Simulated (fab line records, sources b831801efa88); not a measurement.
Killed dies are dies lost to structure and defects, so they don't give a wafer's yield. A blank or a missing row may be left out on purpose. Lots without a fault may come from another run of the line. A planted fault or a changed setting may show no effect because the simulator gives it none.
Chamber matching | flow sky130 | SKY_FIELD_ISO_CMP_27 on cmp-02: 4 sister chambers
The step polishes, stops on Si3N4, t overpolish 16 s, target thk 457.8 nm. 24 wafers are shown with their chamber, then 12 later ones without.

WAFERS WITH THEIR CHAMBER
wafer  | chamber | motor_current_A (A) | time_to_endpoint_s (s) | overpolish_run_s (s)
L075.1 | 2       | 11.3                | 115                    | 15.990
L075.2 | 1       | 12.6                | 111                    | 16.001
L075.4 | 0       | 11.4                | 107                    | 16.003
L076.1 | 1       | 12.6                | 110                    | 16.001
L076.2 | 3       | 10.6                | 109                    | 15.988
L076.5 | 3       | 10.6                | 107                    | 16.004
L077.2 | 2       | 11.9                | 113                    | 16.010
L077.4 | 3       | 10.4                | 109                    | 16.006
L077.5 | 0       | 11.6                | 106                    | 15.993
L078.1 | 3       | 10.4                | 111                    | 15.996
L078.2 | 0       | 11.1                | 113                    | 15.992
L078.5 | 1       | 11.9                | 115                    | 16.010
L079.2 | 0       | 11.2                | 113                    | 16.010
L079.5 | 1       | 12.3                | 117                    | 15.987
L079.6 | 2       | 12.0                | 117                    | 15.993
L080.1 | 0       | 11.4                | 113                    | 15.991
L080.3 | 1       | 12.3                | 108                    | 15.991
L080.4 | 2       | 11.9                | 109                    | 15.986
L081.3 | 3       | 10.2                | 111                    | 16.013
L081.4 | 0       | 10.8                | 114                    | 15.990
L081.6 | 2       | 11.6                | 113                    | 15.998
L083.1 | 2       | 11.6                | 112                    | 15.992
L083.2 | 3       | 10.3                | 112                    | 16.008
L083.6 | 1       | 12.6                | 112                    | 15.987

SIGNATURES (means of the wafers above)
reading            | chamber 0 | chamber 1 | chamber 2 | chamber 3 | scatter within a chamber
motor_current_A    | 11.250    | 12.383    | 11.717    | 10.417    | 0.251
time_to_endpoint_s | 111.00    | 112.17    | 113.17    | 109.83    | 2.92
overpolish_run_s   | 15.99650  | 15.99617  | 15.99483  | 16.00250  | 0.00873
Rule: a wafer's distance from a chamber is the root of the sum, over the readings, of the square of ((its reading less the chamber's mean) divided by the reading's scatter). The wafer belongs to the nearest chamber; if the next one is less than 2 further off, it can't be placed. The scatter: the root of (the sum of the squares of (reading less its chamber's mean) over the shown wafers, divided by (wafers less chambers)).

WAFERS WITHOUT THEIR CHAMBER
wafer  | motor_current_A (A) | time_to_endpoint_s (s) | overpolish_run_s (s)
L087.3 | 9.8                 | 112                    | 15.993
L087.4 | 11.5                | 115                    | 15.987
L087.6 | 10.3                | 112                    | 15.995
L092.1 | 10.3                | 112                    | 16.001
L092.2 | 12.6                | 118                    | 16.007
L092.5 | 12.5                | 116                    | 15.995
L094.1 | 10.6                | 121                    | 16.000
L094.5 | 11.9                | 120                    | 15.996
L094.6 | 11.9                | 119                    | 15.994
L096.2 | 11.2                | 122                    | 15.987
L096.3 | 12.7                | 117                    | 15.997
L096.5 | 12.4                | 118                    | 16.002

WHICH CHAMBER EACH WENT THROUGH
wafer  | from the rows above          | in truth
L087.3 | 3                            | 3
L087.4 | can't be placed: 2 or 0      | 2
L087.6 | 3                            | 3
L092.1 | 3                            | 3
L092.2 | can't be placed: 1 or 2      | 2
L092.5 | can't be placed: 1 or 2      | 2
L094.1 | can't be placed: 3 or 0 or 2 | 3
L094.5 | can't be placed: 2 or 1 or 0 | 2
L094.6 | can't be placed: 2 or 1 or 0 | 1
L096.2 | can't be placed: 2 or 0 or 3 | 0
L096.3 | 1                            | 1
L096.5 | can't be placed: 1 or 2      | 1
Placed correctly: 4 of 12. Can't be placed from these rows: 8 (the true chamber is among the candidates in 8). Placed wrongly: 0.
